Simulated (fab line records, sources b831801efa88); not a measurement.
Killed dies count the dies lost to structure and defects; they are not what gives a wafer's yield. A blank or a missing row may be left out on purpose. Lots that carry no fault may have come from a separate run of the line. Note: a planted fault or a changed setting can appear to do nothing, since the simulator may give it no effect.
Which tool is to blame? ; flow sky130 ; 36 wafers from 12 lots sampled at 2 of the route's 708 steps

## WHAT THE GAUGES READ, wafer by wafer
No reading from a measuring or inspecting step in the record can be judged against a usual standard deviation.

## TOOL THAT RAN EACH LOT (tool first, then ch and the chambers of the sampled wafers, then the start)
lot;SKY_FIELD_ISO_ETCH_14;SKY_PAD_OPEN_PROBE_99
L123;rie_diel-02 ch 1,2,3, day 2 05:25;-
L124;rie_diel-01 ch 0,2,3, day 2 11:52;-
L125;rie_diel-02 ch 0,2,3, day 2 14:04;-
L126;rie_diel-02 ch 0,1,2, day 2 21:09;prober-01, day 46 22:52
L127;rie_diel-02 ch 0,1,3, day 3 02:49;prober-02, day 47 03:25
L128;rie_diel-01 ch 0,1,2, day 3 06:28;prober-02, day 47 12:31
L129;rie_diel-04 ch 0,1,3, day 3 11:21;prober-01, day 47 10:32
L130;rie_diel-02 ch 0,2,3, day 3 18:48;prober-01, day 47 17:42
L135;rie_diel-02 ch 0,1, day 4 19:12;prober-02, day 48 20:01
L136;rie_diel-02 ch 1,2, day 5 00:22;prober-01, day 48 22:27
L144;rie_diel-04 ch 1,2,3, day 6 19:36;-
L146;rie_diel-01 ch 0,1, day 7 06:36;-
- SKY_FIELD_ISO_ETCH_14: etches BARC in N2/H2, stops on SiO2, time 45.9 s, target depth 60 nm.
- SKY_PAD_OPEN_PROBE_99

## AS READ BY THE TOOLS THEMSELVES (means over the sampled wafers that have a number; for cases with no such wafer, the mark the record gives instead)
SKY_FIELD_ISO_ETCH_14. Usual: chamber_pressure_mTorr 29.996 mTorr, standard deviation 0.027; drypump_motor_current_A 5.6 A, standard deviation 0.4; oes_product_au 0.855 a.u., standard deviation 0.0045; rf_fwd_power_W 494.7 W, standard deviation 2.2; throttle_valve_pct 13.225 %, standard deviation 0.0096.
lot;tool;chamber_pressure_mTorr (mTorr);drypump_motor_current_A (A);oes_product_au (a.u.);rf_fwd_power_W (W);throttle_valve_pct (%);flag
L123;rie_diel-02;30.004;5.6;0.856;494.0;13.233;
L124;rie_diel-01;30.008;5.3;0.854;491.6;13.232;
L125;rie_diel-02;29.996;5.4;0.854;495.2;13.216;
L126;rie_diel-02;29.995;5.5;0.859;495.9;13.222;
L127;rie_diel-02;30.004;5.4;0.856;493.5;13.225;
L128;rie_diel-01;30.010;5.6;0.853;495.1;13.223;
L129;rie_diel-04;30.001;5.9;0.853;494.6;13.218;
L130;rie_diel-02;29.969;5.4;0.858;494.2;13.226;
L135;rie_diel-02;29.995;5.4;0.853;522.6;13.227;OFF
L136;rie_diel-02;30.001;5.7;0.859;548.6;13.217;OFF
L144;rie_diel-04;29.988;6.1;0.853;496.1;13.223;
L146;rie_diel-01;29.995;5.9;0.854;494.2;13.233;

SKY_PAD_OPEN_PROBE_99. Usual: killed_at_M0_to_M3 42, standard deviation 7; killed_at_M4_up 3.2, standard deviation 1.6; killed_at_contacts 24, standard deviation 5.8; killed_at_front_end 16, standard deviation 4.3; killed_at_other 0.3, standard deviation 0.62; killed_dies 86, standard deviation 9.5; killed_open 46, standard deviation 6.4; killed_short 39, standard deviation 6.3.
lot;tool;killed_at_M0_to_M3;killed_at_M4_up;killed_at_contacts;killed_at_front_end;killed_at_other;killed_dies;killed_open;killed_short;flag
L126;prober-01;44;2.0;20;23;0.7;89;52;37;
L127;prober-02;49;3.7;23;15;0.7;91;45;44;
L128;prober-02;41;4.7;31;16;0.0;93;50;43;
L129;prober-01;37;4.7;29;19;0.7;90;47;41;
L130;prober-01;38;4.0;25;13;0.0;80;45;34;
L135;prober-02;44;2.7;24;13;0.3;84;46;36;
L136;prober-01;52;4.0;26;18;0.0;100;51;49;

## THE ANSWER, worked out from the rows above alone
Rule: lot off if the mean of its wafers having a number is beyond 3 standard deviations from the usual mean. A lot without any number at a reading at which 4 lots or more have one is off too. Where the step has rows for the other lots, those lots are counted as sound. Order of review: gauges by route order, followed by the tools' own readings, for which a lot's mean as printed above is used. At the first step where some lot is off, the reading lying furthest off is the one used; lots without a number count as furthest.
Off at SKY_FIELD_ISO_ETCH_14 (rf_fwd_power_W): L135, L136.
If a tool, at that step or one of the process steps before it, ran each lot that is off and ran no sound lot following the first of them, it fits. One fits: SKY_FIELD_ISO_ETCH_14 on rie_diel-02. Its last sound lot is L130 (day 3 18:48), its first lot that is off L135 (day 4 19:12): a fault that began between those two fits.
The tool's own readings at SKY_FIELD_ISO_ETCH_14 bear it out: on the lots that are off they differ by more than 5 times the standard deviation of the sound lots' means. rf_fwd_power_W reads 535.6 W there against 494.4 W on the sound lots.

## WHAT THE SIMULATOR PUT IN
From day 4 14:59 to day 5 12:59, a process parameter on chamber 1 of rie_diel-02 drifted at SKY_FIELD_ISO_ETCH_14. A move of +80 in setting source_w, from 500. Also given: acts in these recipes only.
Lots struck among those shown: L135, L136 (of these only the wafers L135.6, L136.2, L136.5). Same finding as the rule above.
